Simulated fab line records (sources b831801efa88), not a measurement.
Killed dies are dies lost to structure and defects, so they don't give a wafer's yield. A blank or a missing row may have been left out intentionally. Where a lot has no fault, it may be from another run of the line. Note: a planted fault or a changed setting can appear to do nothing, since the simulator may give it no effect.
fab line records    flow sky130
record lots=6  wafers=18  last-day=50
route steps=708 shown METAL4@602 CAP2M@603
lots that met no fault: taken from a fault-free run of the same line
start-h: hours from the record's opening day to when the first of the lot's shown wafers began    wait-h: how many hours have passed since the lot's step before this one    " as in the row above    L1.1+2: one row covering several wafers at once    - either no value or no given start    * or withheld: withheld    < > ~ a bound
route shown NAME@n: names a module that has steps shown in the file, with the first one's number in the route    usual: mean/standard deviation taken from wafers without a fault    same: alike in all rows    chamber/n: place in a boat    sites: the reading at each site    _std_site: how widely they spread, as a standard deviation    _edge_site: mean of outer sites minus mean of inner sites    radius-mm: for every site, how far away it sits from the centre of the wafer    mask NAME#n: copy n    behind: the last tool/chamber to shape the wafer    hold: cause of the lot's hold/its duration in hours/its outcome    device: whichever transistor did not switch (one of n, p or np)    end of line: tests run on the same wafers once the route is complete    a step given without rows: its recipe and nothing more    killed: at the first sort, the dies lost to defects and structure; wafer yield is something else    map: a wafer's dies, marking killed ones x, the rest . and places with no die _
set.NAME: setting as actually run; set.NAME@STEP: the setting as run at that earlier step    model.NAME: the simulator's own value behind a step, which no gauge read
lots at selected steps of the route; one table per step, one row per wafer
services: a tool's chamber out of use, with start hour (start-h, from the record's first day; less than 0 if before it), hours out, and reason
## steps
# step SKY_METAL4_SPUTTER_04
# recipe material=TiN  target-thk-nm=70  power-w=6500  time-s=58.3  chamber-pressure-pa=0.4
# usual chamber-pressure-pa=0.4001/0.00079  throttle-valve-pct=29.8/0.99
lot.wafer  tool            chamber  start-h  wait-h  chamber-pressure-pa  throttle-valve-pct
L987.4     pvd-sputter-02  -        962.00   0.0     0.3996               27.8
L987.5     "               -        "        "       0.4004               30.3
L987.6     "               -        "        "       0.4003               29.9
L990.3     pvd-sputter-04  -        968.73   0.0     0.3995               28.4
L990.4     "               -        "        "       0.3982               30.1
L990.6     "               -        "        "       0.4000               28.2
L101.1     pvd-sputter-04  -        1047.54  0.0     0.3998               30.4
L101.3     "               -        "        "       0.3991               30.1
L101.5     "               -        "        "       0.3990               30.5
L102.1     pvd-sputter-02  -        1055.76  0.0     0.4008               27.7
L102.4     "               -        "        "       0.3990               30.4
L102.5     "               -        "        "       0.4000               30.1
L103.2     pvd-sputter-02  -        1067.31  0.0     0.4003               28.2
L103.4     "               -        "        "       0.3996               30.4
L103.6     "               -        "        "       0.3995               30.7
L107.2     pvd-sputter-04  -        1079.03  0.0     0.4000               30.3
L107.3     "               -        "        "       0.4006               29.4
L107.6     "               -        "        "       0.4004               30.2
# step SKY_CAP2M_CVD_00
# recipe material=SiO2  target-thk-nm=15.5  temp-c=400  time-s=withheld  rf-w=450
# usual heater-power-outer-w=420/80  heater-power-w=709/110  rf-fwd-power-W=440.8/2.6
lot.wafer  tool      chamber  start-h  wait-h  heater-power-outer-w  heater-power-w  rf-fwd-power-W
L987.4     pecvd-01  2        962.06   0.0     419                   709             439.6
L987.5     "         0        "        "       423                   708             438.1
L987.6     "         1        "        "       466                   741             444.2
L990.3     pecvd-04  1        968.78   0.0     535                   920             443.4
L990.4     "         0        "        "       421                   692             438.9
L990.6     "         2        "        "       326                   607             441.9
L101.1     pecvd-01  1        1047.59  0.0     489                   783             443.8
L101.3     "         0        "        "       358                   641             439.7
L101.5     "         2        "        "       427                   729             438.8
L102.1     pecvd-04  0        1055.81  0.0     377                   636             436.7
L102.4     "         1        "        "       550                   922             443.8
L102.5     "         2        "        "       349                   641             439.1
L103.2     pecvd-04  0        1067.36  0.0     369                   618             439.0
L103.4     "         0        "        "       362                   622             439.0
L103.6     "         1        "        "       539                   922             445.2
L107.2     pecvd-01  2        1079.08  0.0     446                   741             438.4
L107.3     "         0        "        "       367                   626             440.8
L107.6     "         2        "        "       457                   761             440.0
# step SKY_CAP2M_THK_MEAS_01
# recipe reads=SiO2_of_CAP2M_CVD_00
# usual CAP2M_CVD_00_THK=15.49/0.25
lot.wafer  tool           chamber  start-h  wait-h  CAP2M_CVD_00_THK[nm]
L987.4     film-metro-02  -        962.10   -       15.56
L987.5     "              -        "        "       15.43
L987.6     "              -        "        "       15.79
L990.3     film-metro-01  -        968.82   -       15.44
L990.4     "              -        "        "       15.61
L990.6     "              -        "        "       15.85
L101.1     film-metro-03  -        1047.61  -       15.64
L101.3     "              -        "        "       15.40
L101.5     "              -        "        "       15.60
L102.1     film-metro-01  -        1055.83  -       15.23
L102.4     "              -        "        "       15.82
L102.5     "              -        "        "       16.08
L103.2     film-metro-02  -        1067.39  -       15.30
L103.4     "              -        "        "       15.57
L103.6     "              -        "        "       15.77
L107.2     film-metro-03  -        1079.12  -       15.46
L107.3     "              -        "        "       15.51
L107.6     "              -        "        "       15.77
# step SKY_CAP2M_SPUTTER_02
# recipe material=TiN  target-thk-nm=200  temp-c=300  power-w=6500  time-s=166.7  chamber-pressure-pa=0.4
# usual chamber-pressure-pa=0.3999/0.00074  throttle-valve-pct=29.9/1.1
lot.wafer  tool            chamber  start-h  wait-h  chamber-pressure-pa  throttle-valve-pct
L987.4     pvd-sputter-04  -        962.13   0.0     0.3998               28.5
L987.5     "               -        "        "       0.4007               29.2
L987.6     "               -        "        "       0.4014               30.3
L990.3     pvd-sputter-02  -        968.86   0.0     0.4007               27.9
L990.4     "               -        "        "       0.4002               30.3
L990.6     "               -        "        "       0.4004               30.4
L101.1     pvd-sputter-03  -        1047.67  0.1     0.3995               29.7
L101.3     "               -        "        "       0.3999               28.8
L101.5     "               -        "        "       0.3982               31.5
L102.1     pvd-sputter-03  -        1055.89  0.1     0.4009               28.7
L102.4     "               -        "        "       0.4004               31.6
L102.5     "               -        "        "       0.3991               29.0
L103.2     pvd-sputter-03  -        1067.44  0.0     0.4000               29.6
L103.4     "               -        "        "       0.4008               28.7
L103.6     "               -        "        "       0.3983               30.7
L107.2     pvd-sputter-02  -        1079.17  0.0     0.3998               27.9
L107.3     "               -        "        "       0.3997               30.8
L107.6     "               -        "        "       0.4005               29.9
# step SKY_CAP2M_RS_MEAS_03
# recipe thk-meas-gauge=four-point-probe  reads=TiN_of_CAP2M_SPUTTER_02
# usual CAP2M_TIN_RS=6.91/0.065
lot.wafer  tool           chamber  start-h  wait-h  CAP2M_TIN_RS[ohm/sq]
L987.4     film-metro-01  -        962.30   0.1     6.84
L987.5     "              -        "        "       6.83
L987.6     "              -        "        "       6.86
L990.3     film-metro-02  -        969.01   0.1     6.88
L990.4     "              -        "        "       6.92
L990.6     "              -        "        "       6.96
L101.1     film-metro-02  -        1047.78  0.1     6.88
L101.3     "              -        "        "       6.95
L101.5     "              -        "        "       6.87
L102.1     film-metro-03  -        1056.00  0.1     6.94
L102.4     "              -        "        "       6.83
L102.5     "              -        "        "       6.91
L103.2     film-metro-01  -        1067.57  0.1     6.86
L103.4     "              -        "        "       6.90
L103.6     "              -        "        "       6.89
L107.2     film-metro-03  -        1079.29  0.1     6.79
L107.3     "              -        "        "       6.80
L107.6     "              -        "        "       6.83
# step SKY_CAP2M_THK_MEAS_04
# recipe thk-meas-gauge=xrf  reads=TiN_of_CAP2M_SPUTTER_02
# usual CAP2M_TIN_THK=202.2/2.1
lot.wafer  tool           chamber  start-h  wait-h  CAP2M_TIN_THK[nm]
L987.4     film-metro-01  -        962.39   0.1     202.8
L987.5     "              -        "        "       203.1
L987.6     "              -        "        "       202.4
L990.3     film-metro-02  -        969.11   0.1     205.0
L990.4     "              -        "        "       203.4
L990.6     "              -        "        "       201.5
L101.1     film-metro-02  -        1047.90  0.1     203.9
L101.3     "              -        "        "       201.0
L101.5     "              -        "        "       203.8
L102.1     film-metro-03  -        1056.12  0.1     200.2
L102.4     "              -        "        "       204.0
L102.5     "              -        "        "       202.0
L103.2     film-metro-01  -        1067.68  0.1     203.7
L103.4     "              -        "        "       203.2
L103.6     "              -        "        "       203.6
L107.2     film-metro-03  -        1079.40  0.1     205.2
L107.3     "              -        "        "       205.0
L107.6     "              -        "        "       204.2
# step SKY_CAP2M_DEHYDRATE_05
# recipe temp-c=200  time-s=60
# step SKY_CAP2M_HMDS_06
# recipe prime-time-s=60  prime-temp-c=120
# step SKY_CAP2M_COAT_07
# recipe resist=NOVOLAK  spin-rpm=3000  resist-thk-nm=1140
# step SKY_CAP2M_SOFTBAKE_08
# recipe temp-c=90  time-s=60  resist=NOVOLAK
# step SKY_CAP2M_EXPOSE_09
# recipe mask-id=CAP2M  na=0.6  source-shape=conventional  sigma-outer=0.6  polarization=unpolarized  target-cd-nm=1000  dose-mj=159
# step SKY_CAP2M_PEB_10
# recipe temp-c=withheld  time-s=*  resist=NOVOLAK
# step SKY_CAP2M_DEVELOP_11
# recipe resist=NOVOLAK  developer=TMAH  develop-time-s=60  dev-temp-c=23
# usual chill-plate-temp-C=23.01/0.11  develop-time-s=60/0
lot.wafer  tool            chamber  start-h  wait-h  chill-plate-temp-C  develop-time-s
L987.4     litho-track-01  0        985.74   0.1     22.98               60
L987.5     "               0        "        "       22.92               60
L987.6     "               0        "        "       23.14               60
L990.3     litho-track-02  0        992.59   0.1     22.94               60
L990.4     "               0        "        "       22.98               60
L990.6     "               0        "        "       22.93               60
L101.1     litho-track-02  -        1068.79  0.1     -                   -
L101.3     "               -        "        "       -                   -
L101.5     "               -        "        "       -                   -
L102.1     litho-track-03  -        1076.56  0.1     -                   -
L102.4     "               -        "        "       -                   -
L102.5     "               -        "        "       -                   -
L103.2     litho-track-03  0        1088.14  0.1     22.89               60
L103.4     "               0        "        "       22.95               60
L103.6     "               0        "        "       22.77               60
L107.2     litho-track-01  0        1098.79  0.1     23.25               60
L107.3     "               0        "        "       23.04               60
L107.6     "               0        "        "       23.09               60
# step SKY_CAP2M_OVL_MEAS_12
# usual CAP2M_OVL=-0.6/2
lot.wafer  tool        chamber  start-h  wait-h  CAP2M_OVL[nm]
L987.4     overlay-01  -        985.84   0.1     1.5
L987.5     "           -        "        "       1.1
L987.6     "           -        "        "       2.4
L990.3     overlay-02  -        992.70   0.1     -2.7
L990.4     "           -        "        "       -4.3
L990.6     "           -        "        "       -3.9
L101.1     overlay-02  -        1068.94  0.1     -
L101.3     "           -        "        "       -
L101.5     "           -        "        "       -
L102.1     overlay-01  -        1076.71  0.1     -
L102.4     "           -        "        "       -
L102.5     "           -        "        "       -
L103.2     overlay-02  -        1088.27  0.1     -1.5
L103.4     "           -        "        "       0.3
L103.6     "           -        "        "       0.1
L107.2     overlay-02  -        1098.92  0.1     -0.4
L107.3     "           -        "        "       -0.3
L107.6     "           -        "        "       1.3
## services
tool            chamber  start-h  hours  kind
pvd-sputter-04  -        939.48   7.5    repair
pecvd-04        2        945.74   2.1    scheduled-down
pvd-sputter-03  -        953.60   6.0    repair
pvd-sputter-03  -        954.75   1.9    repair
pecvd-01        1        986.99   2.1    scheduled-down
pecvd-04        1        991.38   2.1    scheduled-down
pecvd-01        2        1008.55  4.6    scheduled-down
pvd-sputter-02  -        1047.64  4.9    repair
pvd-sputter-03  -        1085.15  4.0    repair
## key
first-sign step=SKY_CAP2M_DEVELOP_11  reading=tool-record  direction=missing
effect none on later readings
met-at SKY_CAP2M_DEVELOP_11
struck-wafers L101.1,L101.3,L101.5,L102.1,L102.4,L102.5
later-rows-left-out L101.1,L101.3,L101.5,L102.1,L102.4,L102.5
sort-left-out L101.1,L101.3,L101.5,L102.1,L102.4,L102.5
onset-between 992.59 1068.79
fault kind=skipped-step-whole  tool=litho-track-02,litho-track-03  chamber=-  onset-h=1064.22  steps=SKY_CAP2M_DEVELOP_11  scope=struck-lots-only
# sort-left-out: the simulated sort isn't trusted on such a fault, so these wafers' sort isn't shown, and their yield isn't known
# later-rows-left-out: the simulator's readings of these wafers behind a module that went badly wrong aren't trusted and aren't shown, but for the sort
